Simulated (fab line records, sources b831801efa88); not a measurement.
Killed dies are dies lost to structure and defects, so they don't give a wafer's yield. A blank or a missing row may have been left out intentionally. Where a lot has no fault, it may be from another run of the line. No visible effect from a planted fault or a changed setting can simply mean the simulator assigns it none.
Which tool is to blame? / flow sky130 / 11 lots with 33 wafers sampled at 3 steps, on a route of 708 steps

WHAT THE GAUGES SHOWED, per wafer
SKY_FIELD_ISO_BOW_MEAS_00.
lot=L559; measured=day 1 15:02; on=film-metro-02; INCOMING_BOW (um)=-2 3 -5
lot=L560; measured=day 1 20:00; on=film-metro-02; INCOMING_BOW (um)=0 7 1
lot=L561; measured=day 2 01:00; on=film-metro-03; INCOMING_BOW (um)=5 -4 7
lot=L563; measured=day 2 11:00; on=film-metro-03; INCOMING_BOW (um)=6 -2 5
lot=L572; measured=day 4 08:02; on=film-metro-01; INCOMING_BOW (um)=15 -1 -2
lot=L573; measured=day 4 13:00; on=film-metro-01; INCOMING_BOW (um)=17 3 6
lot=L574; measured=day 4 18:00; on=film-metro-03; INCOMING_BOW (um)=4 -1 5
lot=L576; measured=day 5 04:04; on=film-metro-01; INCOMING_BOW (um)=0 -4 -13
lot=L578; measured=day 5 14:02; on=film-metro-02; INCOMING_BOW (um)=0 -10 -1
lot=L579; measured=day 5 19:00; on=film-metro-02; INCOMING_BOW (um)=-10 -9 7
lot=L580; measured=day 6 00:00; on=film-metro-03; INCOMING_BOW (um)=4 -1 1

SKY_FIELD_ISO_THK_MEAS_23.
lot=L559; measured=day 2 13:14; on=film-metro-03; FIELD_ISO_OXIDATION_01_THK (nm)=10.24 10.02 10.14
lot=L560; measured=day 2 20:27; on=film-metro-03; FIELD_ISO_OXIDATION_01_THK (nm)=5.71 5.64 5.76
lot=L561; measured=day 2 23:01; on=film-metro-03; FIELD_ISO_OXIDATION_01_THK (nm)=5.93 5.96 6.09
lot=L563; measured=day 3 10:11; on=film-metro-02; FIELD_ISO_OXIDATION_01_THK (nm)=9.93 9.94 10.00
lot=L572; measured=day 5 12:15; on=film-metro-02; FIELD_ISO_OXIDATION_01_THK (nm)=9.82 9.79 9.78
lot=L573; measured=day 5 21:55; on=film-metro-02; FIELD_ISO_OXIDATION_01_THK (nm)=10.42 10.59 10.40
lot=L574; measured=day 5 21:55; on=film-metro-01; FIELD_ISO_OXIDATION_01_THK (nm)=10.01 10.06 10.03
lot=L576; measured=day 6 08:56; on=film-metro-02; FIELD_ISO_OXIDATION_01_THK (nm)=10.04 10.14 10.14
lot=L578; measured=day 6 20:11; on=film-metro-02; FIELD_ISO_OXIDATION_01_THK (nm)=10.19 10.05 10.13
lot=L579; measured=day 6 20:12; on=film-metro-03; FIELD_ISO_OXIDATION_01_THK (nm)=9.82 10.13 10.07
lot=L580; measured=day 7 06:46; on=film-metro-03; FIELD_ISO_OXIDATION_01_THK (nm)=9.76 9.93 9.58

WHAT TOOL EACH LOT RAN ON (gives the tool, then ch and the chambers of the sampled wafers, and finally the start)
lot=L559; SKY_FIELD_ISO_OXIDATION_22=furnace-01 ch 0, day 2 12:03
lot=L560; SKY_FIELD_ISO_OXIDATION_22=furnace-01 ch 0, day 2 19:16
lot=L561; SKY_FIELD_ISO_OXIDATION_22=furnace-01 ch 0, day 2 21:50
lot=L563; SKY_FIELD_ISO_OXIDATION_22=furnace-02 ch 0, day 3 09:01
lot=L572; SKY_FIELD_ISO_OXIDATION_22=furnace-02 ch 0, day 5 11:04
lot=L573; SKY_FIELD_ISO_OXIDATION_22=furnace-02 ch 0, day 5 20:45
lot=L574; SKY_FIELD_ISO_OXIDATION_22=furnace-02 ch 0, day 5 20:45
lot=L576; SKY_FIELD_ISO_OXIDATION_22=furnace-02 ch 0, day 6 07:44
lot=L578; SKY_FIELD_ISO_OXIDATION_22=furnace-02 ch 0, day 6 19:00
lot=L579; SKY_FIELD_ISO_OXIDATION_22=furnace-02 ch 0, day 6 19:00
lot=L580; SKY_FIELD_ISO_OXIDATION_22=furnace-01 ch 0, day 7 05:36
- SKY_FIELD_ISO_OXIDATION_22: stabilise 600 s, purge 300 s, target thk 10 nm.

WHAT THE TOOLS THEMSELVES READ (means of the sampled wafers that have a number; where no wafer has one, the mark that the record gives instead)
SKY_FIELD_ISO_OXIDATION_22.
lot=L559; tool=furnace-01; spike-tc-bottom-C (C)=963.1; spike-tc-centre-C (C)=950.5; spike-tc-lower-C (C)=951.0; spike-tc-top-C (C)=957.8; spike-tc-upper-C (C)=947.7; tube-center-temp-C (C)=950; tube_center_temp_C_max=952.6; zone-power-centre-pct (%)=20.9; zone-power-lower-pct (%)=17.7
lot=L560; tool=furnace-01; spike-tc-bottom-C (C)=915.7; spike-tc-centre-C (C)=903.5; spike-tc-lower-C (C)=903.3; spike-tc-top-C (C)=911.2; spike-tc-upper-C (C)=900.4; tube-center-temp-C (C)=903; tube_center_temp_C_max=905.5; zone-power-centre-pct (%)=18.7; zone-power-lower-pct (%)=15.7
lot=L561; tool=furnace-01; spike-tc-bottom-C (C)=916.3; spike-tc-centre-C (C)=902.1; spike-tc-lower-C (C)=904.3; spike-tc-top-C (C)=910.9; spike-tc-upper-C (C)=901.1; tube-center-temp-C (C)=903; tube_center_temp_C_max=905.1; zone-power-centre-pct (%)=18.9; zone-power-lower-pct (%)=15.8
lot=L563; tool=furnace-02; spike-tc-bottom-C (C)=964.1; spike-tc-centre-C (C)=951.1; spike-tc-lower-C (C)=951.1; spike-tc-top-C (C)=961.5; spike-tc-upper-C (C)=952.5; tube-center-temp-C (C)=950; tube_center_temp_C_max=952.8; zone-power-centre-pct (%)=22.5; zone-power-lower-pct (%)=19.4
lot=L572; tool=furnace-02; spike-tc-bottom-C (C)=966.1; spike-tc-centre-C (C)=951.6; spike-tc-lower-C (C)=950.1; spike-tc-top-C (C)=961.2; spike-tc-upper-C (C)=952.2; tube-center-temp-C (C)=950; tube_center_temp_C_max=952.3; zone-power-centre-pct (%)=22.4; zone-power-lower-pct (%)=19.4
lot=L573; tool=furnace-02; spike-tc-bottom-C (C)=964.6; spike-tc-centre-C (C)=952.0; spike-tc-lower-C (C)=951.3; spike-tc-top-C (C)=961.5; spike-tc-upper-C (C)=951.0; tube-center-temp-C (C)=950; tube_center_temp_C_max=952.2; zone-power-centre-pct (%)=22.6; zone-power-lower-pct (%)=19.4
lot=L574; tool=furnace-02; spike-tc-bottom-C (C)=965.0; spike-tc-centre-C (C)=950.8; spike-tc-lower-C (C)=950.0; spike-tc-top-C (C)=960.8; spike-tc-upper-C (C)=951.8; tube-center-temp-C (C)=950; tube_center_temp_C_max=952.7; zone-power-centre-pct (%)=22.4; zone-power-lower-pct (%)=19.4
lot=L576; tool=furnace-02; spike-tc-bottom-C (C)=964.8; spike-tc-centre-C (C)=951.1; spike-tc-lower-C (C)=951.8; spike-tc-top-C (C)=961.5; spike-tc-upper-C (C)=951.6; tube-center-temp-C (C)=950; tube_center_temp_C_max=952.5; zone-power-centre-pct (%)=22.5; zone-power-lower-pct (%)=19.5
lot=L578; tool=furnace-02; spike-tc-bottom-C (C)=965.5; spike-tc-centre-C (C)=951.6; spike-tc-lower-C (C)=950.1; spike-tc-top-C (C)=960.2; spike-tc-upper-C (C)=951.9; tube-center-temp-C (C)=950; tube_center_temp_C_max=952.6; zone-power-centre-pct (%)=22.6; zone-power-lower-pct (%)=19.4
lot=L579; tool=furnace-02; spike-tc-bottom-C (C)=965.5; spike-tc-centre-C (C)=951.3; spike-tc-lower-C (C)=951.1; spike-tc-top-C (C)=961.5; spike-tc-upper-C (C)=951.3; tube-center-temp-C (C)=950; tube_center_temp_C_max=952.2; zone-power-centre-pct (%)=22.5; zone-power-lower-pct (%)=19.2
lot=L580; tool=furnace-01; spike-tc-bottom-C (C)=962.0; spike-tc-centre-C (C)=950.5; spike-tc-lower-C (C)=950.9; spike-tc-top-C (C)=957.7; spike-tc-upper-C (C)=947.8; tube-center-temp-C (C)=950; tube_center_temp_C_max=952.6; zone-power-centre-pct (%)=20.9; zone-power-lower-pct (%)=17.7

THE ANSWER, worked out from the rows above alone
Rule: the lots themselves supply what counts as usual. Put in order of their means at a reading, lots are off if they are a third of the lots or fewer, leave a main group of 4 or more, and stand apart from it by a gap of 3 or more times the standard deviation of the main group's means; of several such gaps the widest counts. If all means in a main group match to the digits the tables above print for the reading, that group is not used. A lot without any number at a reading at which 4 lots or more have one is off too. Any other lot the step has rows for is counted as sound. The gauges are gone through in route order, then the tools' own readings, and for those a lot's mean is taken as printed above. The first step at which some lot is off is used, and at that step the reading that is off furthest; a lot without a number counts as furthest.
Off: L560, L561, at SKY_FIELD_ISO_THK_MEAS_23 (FIELD_ISO_OXIDATION_01_THK). For the main group the mean is 10.04 nm and the standard deviation 0.2.
A tool fits if, at a process step before that reading, it ran every lot that is off, and no sound lot after the first of them. Not tried: the gauges at SKY_FIELD_ISO_THK_MEAS_23; whatever is off there is also off at SKY_FIELD_ISO_OXIDATION_22, on other tools, and gauge error can't account for it. No candidate that was tried fits.

WHAT HAD BEEN PUT IN BY THE SIMULATOR
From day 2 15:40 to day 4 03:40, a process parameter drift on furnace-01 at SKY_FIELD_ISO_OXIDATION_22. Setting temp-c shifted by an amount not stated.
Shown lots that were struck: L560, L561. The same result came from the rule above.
